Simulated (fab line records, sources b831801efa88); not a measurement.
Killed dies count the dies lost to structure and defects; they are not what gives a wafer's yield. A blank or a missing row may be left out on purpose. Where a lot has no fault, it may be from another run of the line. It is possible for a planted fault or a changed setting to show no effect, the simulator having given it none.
Commonality check across tools    flow gf180mcu    39 wafers sampled across 13 lots

== REASON FOR OPENING ==
At GF_SAB_CD_MEAS_09 the reading cdNm is flagged on 1 of 13 lots. No-fault wafers: 419.9 nm, standard deviation 2.
Rule: a lot is flagged when every wafer of it that has a number lies more than 4 standard deviations from that mean, or none has a number. The rest of the lots are taken to be sound.

lot   measured      on        cdNm (nm), wafer by wafer  flag
L603  day 15 11:19  cdSem-01  417.8 419.4 418.7          
L605  day 16 02:04  cdSem-02  417.7 417.8 418.0          
L606  day 16 08:15  cdSem-01  421.5 418.9 421.2          
L607  day 16 11:52  cdSem-02  417.4 418.4 418.0          
L609  day 17 05:46  cdSem-02  421.7 420.2 421.2          
L611  day 17 23:41  cdSem-01  420.9 421.4 422.7          
L614  day 19 00:16  cdSem-02  418.0 421.8 421.0          
L616  day 20 02:04  cdSem-01  451.5 451.1 449.6          FLAGGED
L621  day 21 14:01  cdSem-01  423.5 422.2 422.6          
L622  day 21 23:38  cdSem-02  419.6 422.2 420.7          
L624  day 22 14:21  cdSem-01  418.6 417.2 416.9          
L625  day 23 00:41  cdSem-02  422.0 421.8 418.3          
L626  day 23 02:18  cdSem-02  420.9 420.4 420.4          
The mean of the flagged lots' numbers is 450.7 nm, +30.8 nm from the usual (+15 standard deviations).

== LOT BY LOT: THE TOOL USED ==
2 process steps preceding the reading are held in the record, out of 602 steps in the route. Every cell lists first the tool, next ch and the chambers used by the sampled wafers, and last the start.
lot   flag     GF_HV_LDD_RTA_52                 GF_SAB_EXPOSE_06
L603           rtpAnneal-02 ch 0, day 12 15:34  ilineStepper-01 ch 0, day 15 01:31
L605           rtpAnneal-01 ch 0, day 13 07:41  ilineStepper-01 ch 0, day 15 14:59
L606           rtpAnneal-02 ch 0, day 13 11:55  ilineStepper-01 ch 0, day 15 21:33
L607           rtpAnneal-02 ch 0, day 13 17:17  ilineStepper-01 ch 0, day 16 02:01
L609           rtpAnneal-02 ch 0, day 14 08:47  ilineStepper-02 ch 0, day 16 18:34
L611           rtpAnneal-02 ch 0, day 15 01:58  ilineStepper-01 ch 0, day 17 11:59
L614           rtpAnneal-02 ch 0, day 16 00:07  ilineStepper-01 ch 0, day 18 12:19
L616  FLAGGED  rtpAnneal-01 ch 0, day 16 21:37  ilineStepper-01 ch 0, day 19 14:06
L621           rtpAnneal-01 ch 0, day 18 09:26  ilineStepper-01 ch 0, day 21 02:19
L622           rtpAnneal-01 ch 0, day 18 19:16  ilineStepper-02 ch 0, day 21 12:43
L624           rtpAnneal-02 ch 0, day 19 12:11  ilineStepper-02 ch 0, day 22 02:59
L625           rtpAnneal-02 ch 0, day 19 22:01  ilineStepper-01 ch 0, day 22 13:44
L626           rtpAnneal-02 ch 0, day 20 00:51  ilineStepper-01 ch 0, day 22 15:13
What these steps do:
- GF_HV_LDD_RTA_52: time 10 s.
- GF_SAB_EXPOSE_06: exposes mask SAB, target cd 420 nm.
- GF_SAB_CD_MEAS_09: target cd 420 nm.

== FLAGGED OVER TOTAL, TOOL BY TOOL (the gauges that took the reading come last) ==
step               tool             lots run  flagged  share of the flagged lots  sound lots run after its first flagged lot
GF_HV_LDD_RTA_52   rtpAnneal-01     4         1        all                        2 (L621,L622)
GF_HV_LDD_RTA_52   rtpAnneal-02     9         0        none                       -
GF_SAB_EXPOSE_06   ilineStepper-01  10        1        all                        3 (L621,L625,L626)
GF_SAB_EXPOSE_06   ilineStepper-02  3         0        none                       -
GF_SAB_CD_MEAS_09  cdSem-01         6         1        all                        2 (L621,L624)
GF_SAB_CD_MEAS_09  cdSem-02         7         0        none                       -

== WHAT IS ALLOWED BY THE TABLE ==
Rows of the table that ran every flagged lot, 3 in all: rtpAnneal-01 at GF_HV_LDD_RTA_52, ilineStepper-01 at GF_SAB_EXPOSE_06, cdSem-01 at GF_SAB_CD_MEAS_09.
- rtpAnneal-01 at GF_HV_LDD_RTA_52: 1 of its 4 lots flagged. Lots that were sound ran on it after the first flagged one (L621, L622); a persistent fault on the entire tool would not allow that.
- ilineStepper-01 at GF_SAB_EXPOSE_06: 1 of its 10 lots flagged. Lots that were sound ran on it after the first flagged one (L621, L625, L626); a persistent fault on the entire tool would not allow that.
- cdSem-01 at GF_SAB_CD_MEAS_09: 1 of its 6 lots flagged. Lots that were sound ran on it after the first flagged one (L621, L624); a persistent fault on the entire tool would not allow that.
Not one row of the table ran every flagged lot while running no sound lot after the first.

== WHAT THE SIMULATOR PUT IN ==
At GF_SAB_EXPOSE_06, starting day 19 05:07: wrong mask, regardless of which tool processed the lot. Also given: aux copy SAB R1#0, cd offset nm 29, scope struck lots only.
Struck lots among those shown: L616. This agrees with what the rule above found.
